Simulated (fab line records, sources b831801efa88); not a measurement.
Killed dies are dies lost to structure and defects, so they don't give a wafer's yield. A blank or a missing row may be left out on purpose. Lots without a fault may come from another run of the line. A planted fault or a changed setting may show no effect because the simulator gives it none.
A struck lot beside a sound one | flow sfq_line | 42 steps out of a route of 325
Sound: wafers L320.2, L320.3, L320.4. Struck: wafers L309.2, L309.3. The cause comes at the end.
At each step with rows: each side's tool, then ch and its chambers, then its first start. Under that, the readings that differ: sound wafers | struck wafers | difference of the means | sigmas: that difference in standard deviations of wafers without a fault.
alike: readings whose means differ by less than 2 such deviations, and words and numbers that are the same on both sides. not compared: withheld readings, readings that some wafer has no value for, bounds like >300 that may hide the same value, and numbers for which the record gives no deviation and whose values overlap.
The two part at a step that has a row with sigmas, a row that says differs or no value, or rows on one side only. Numbers that don't overlap but have no deviation are shown without sigmas and don't part them. A reading that every wafer of one side lacks parts them only if that side has two wafers or more.

first, 6 steps without rows for these wafers: SFQ_TRILAYER_M0_LITHO_COAT_026 (resist thk 62 nm); SFQ_TRILAYER_M0_LITHO_COAT_021 (resist thk 600 nm); SFQ_TRILAYER_M0_LITHO_SOFTBAKE_025; SFQ_TRILAYER_M0_LITHO_EXPOSE_022 (exposes mask M0, target cd 500 nm); SFQ_TRILAYER_M0_LITHO_PEB_024 (peb time 60 s); SFQ_TRILAYER_M0_LITHO_DEVELOP_023 (time 60 s).
SFQ_M0_OVL_MEAS_906:
  sound on overlay-01, day 18 12:01; struck on overlay-02, day 13 21:00
  alike: M0_OVL
then, 5 steps without rows for these wafers: SFQ_TRILAYER_M0_BARC_OPEN_METAL_ETCH_031 (etches BARC in O2, target depth 125 nm, time 41.7 s); SFQ_TRILAYER_M0_ETCH_METAL_ETCH_024 (etches Nb in Cl2/Ar, stops on SiO2, target depth 240 nm, time 120 s); SFQ_TRILAYER_M0_STRIP_STRIP_025 (strips in O2); SFQ_TRILAYER_M0_STRIP_SOLV_CLEAN_026 (cleans in NMP, time 600 s); SFQ_TRILAYER_I0_DEP_PECVD_027 (deposits SiO2 from SiH4/N2O, time 111.11 s, target thk 500 nm).
SFQ_TRILAYER_I0_CMP_CMP_028: polishes SiO2.
  sound on cmp-02 ch 0,1,3, day 18 14:12; struck on cmp-02 ch 1,2, day 13 22:34
  reading                                             | sound             | struck      | difference | sigmas
  time_to_endpoint_s (s)                              | 214 201 203       | 176 177     | -30        | -3
  model.SiO2_of_TRILAYER_I0_DEP_PECVD_027.thk_nm (nm) | 198.8 199.3 197.8 | 250.2 249.9 | +51.4      |
  alike: motor_current_A
SFQ_I0_BOW_MEAS_907:
  sound on film_metro-03, day 18 16:43; struck on film_metro-03, day 14 01:05
  alike: I0_BOW
SFQ_TRILAYER_I0_METRO_MEASURE_029:
  sound on film_metro-03, day 18 17:01; struck on film_metro-03, day 14 01:23
  reading     | sound             | struck      | difference | sigmas
  thk_nm (nm) | 198.9 199.5 197.8 | 250.5 249.9 | +51.5      | +43
then, 6 steps without rows for these wafers: SFQ_TRILAYER_I0_VIA_LITHO_COAT_036 (resist thk 62 nm); SFQ_TRILAYER_I0_VIA_LITHO_COAT_031 (resist thk 650 nm); SFQ_TRILAYER_I0_VIA_LITHO_SOFTBAKE_035; SFQ_TRILAYER_I0_VIA_LITHO_EXPOSE_032 (exposes mask I0, target cd 500 nm); SFQ_TRILAYER_I0_VIA_LITHO_PEB_034 (peb time 60 s); SFQ_TRILAYER_I0_VIA_LITHO_DEVELOP_033 (time 60 s).
-- the record jumps here: 6 days lie between the struck wafers' starts before and after --
SFQ_I0_OVL_MEAS_908:
  sound on overlay-02, day 25 03:20; struck on overlay-02, day 19 19:13
  alike: I0_OVL
SFQ_TRILAYER_I0_VIA_BARC_OPEN_VIA_ETCH_046: etches BARC in O2, target depth 125 nm, time 41.7 s.
  sound on rie_diel-04 ch 0,1,3, day 25 03:22; struck on rie_diel-03 ch 0,3, day 19 19:14
  alike: drypump_motor_current_A, oes_product_au
  not compared: rf_hours_counter_h
SFQ_TRILAYER_I0_VIA_ETCH_VIA_ETCH_034: etches SiO2 in CHF3, stops on Nb, target depth 260 nm.
  sound on rie_diel-04 ch 0,1,3, day 25 03:25; struck on rie_diel-03 ch 0,3, day 19 19:17
  reading                        | sound             | struck      | difference | sigmas
  oes_product_au (a.u.)          | 0.860 0.852 0.851 | 0.961 0.976 | +0.114     | +24
  model.I0.feature_depth_nm (nm) | 198.8 199.3 197.8 | 250.2 249.9 | +51.4      |
  model.etch.depth_nm (nm)       | 198.8 199.3 197.8 | 250.2 249.9 | +51.4      |
  alike: drypump_motor_current_A
SFQ_TRILAYER_I0_VIA_STRIP_STRIP_035: strips in O2.
  sound on rie_metal-03 ch 0,1, day 25 03:31; struck on rie_metal-01 ch 1, day 19 19:23
  alike: drypump_motor_current_A, oes_product_au
  not compared: rf_hours_counter_h
then, 1 step without rows for these wafers: SFQ_TRILAYER_I0_VIA_STRIP_SOLV_CLEAN_036 (cleans in NMP, time 600 s).
SFQ_TRILAYER_M1_DEP_PRE_CLEAN_038: time 22.5 s.
  sound on pvd_sputter-05, day 25 04:17; struck on pvd_sputter-04, day 19 20:11
  reading                                             | sound             | struck      | difference | sigmas
  model.SiO2_of_TRILAYER_I0_DEP_PECVD_027.thk_nm (nm) | 191.3 191.8 190.3 | 242.7 242.4 | +51.4      |
then, 1 step without rows for these wafers: SFQ_TRILAYER_M1_DEP_SPUTTER_037 (material Nb, target thk 200 nm, time 133.3 s).
SFQ_M1_RS_MEAS_909: measures by four-point-probe.
  sound on film_metro-03, day 25 04:26; struck on film_metro-04, day 19 20:19
  alike: M1_NB_RS
then, 6 steps without rows for these wafers: SFQ_TRILAYER_M1_LITHO_COAT_044 (resist thk 62 nm); SFQ_TRILAYER_M1_LITHO_COAT_039 (resist thk 600 nm); SFQ_TRILAYER_M1_LITHO_SOFTBAKE_043; SFQ_TRILAYER_M1_LITHO_EXPOSE_040 (exposes mask M1, target cd 500 nm); SFQ_TRILAYER_M1_LITHO_PEB_042 (peb time 60 s); SFQ_TRILAYER_M1_LITHO_DEVELOP_041 (time 60 s).
-- the record jumps here: 7 days lie between the struck wafers' starts before and after --
SFQ_M1_OVL_MEAS_911:
  sound on overlay-01, day 31 19:26; struck on overlay-01, day 26 09:28
  alike: M1_OVL
then, 1 step without rows for these wafers: SFQ_TRILAYER_M1_BARC_OPEN_METAL_ETCH_054 (etches BARC in O2, target depth 125 nm, time 41.7 s).
SFQ_TRILAYER_M1_ETCH_METAL_ETCH_042: etches Nb in Cl2/Ar, stops on SiO2, target depth 240 nm, time 120 s.
  sound on rie_metal-03 ch 0,1, day 31 19:31; struck on rie_metal-04 ch 0, day 26 09:33
  alike: drypump_motor_current_A, oes_product_au
  not compared: rf_hours_counter_h
SFQ_TRILAYER_M1_STRIP_STRIP_043: strips in O2.
  sound on rie_metal-03 ch 0,1, day 31 19:39; struck on rie_metal-04 ch 0, day 26 09:41
  alike: drypump_motor_current_A, oes_product_au
  not compared: rf_hours_counter_h
then, 1 step without rows for these wafers: SFQ_TRILAYER_M1_STRIP_SOLV_CLEAN_044 (cleans in NMP, time 600 s).
SFQ_TRILAYER_I1_DEP_PECVD_045: deposits SiO2 from SiH4/N2O, time 111.11 s, target thk 500 nm.
  sound on pecvd-03 ch 0,1, day 31 20:26; struck on pecvd-01 ch 0,2, day 26 10:27
  reading                | sound          | struck    | difference | sigmas
  throttle_valve_pct (%) | 23.8 25.8 26.2 | 23.2 22.7 | -2.3       | -2
  alike: heater_power_w
-- the record jumps here: 52 days lie between the struck wafers' starts before and after --
SFQ_M8_BOW_MEAS_951:
  sound on film_metro-04, day 81 14:11; struck on film_metro-01, day 78 00:56
  reading                 | sound             | struck      | difference | sigmas
  M8_BOW (um)             | 25 18 34          | -12 -4      | -34        | -3
  model.etest.i0.link_ohm | 1.968 1.958 1.979 | 2.032 2.034 | +0.065     |

WHERE THEY PART
First at SFQ_TRILAYER_I0_CMP_CMP_028; last, within this record, at SFQ_M8_BOW_MEAS_951.

WHY: what the simulator had put in
Process parameter drift: cmp-02, from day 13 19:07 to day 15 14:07, at SFQ_TRILAYER_I0_CMP_CMP_028. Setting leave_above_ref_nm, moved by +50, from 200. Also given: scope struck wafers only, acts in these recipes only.
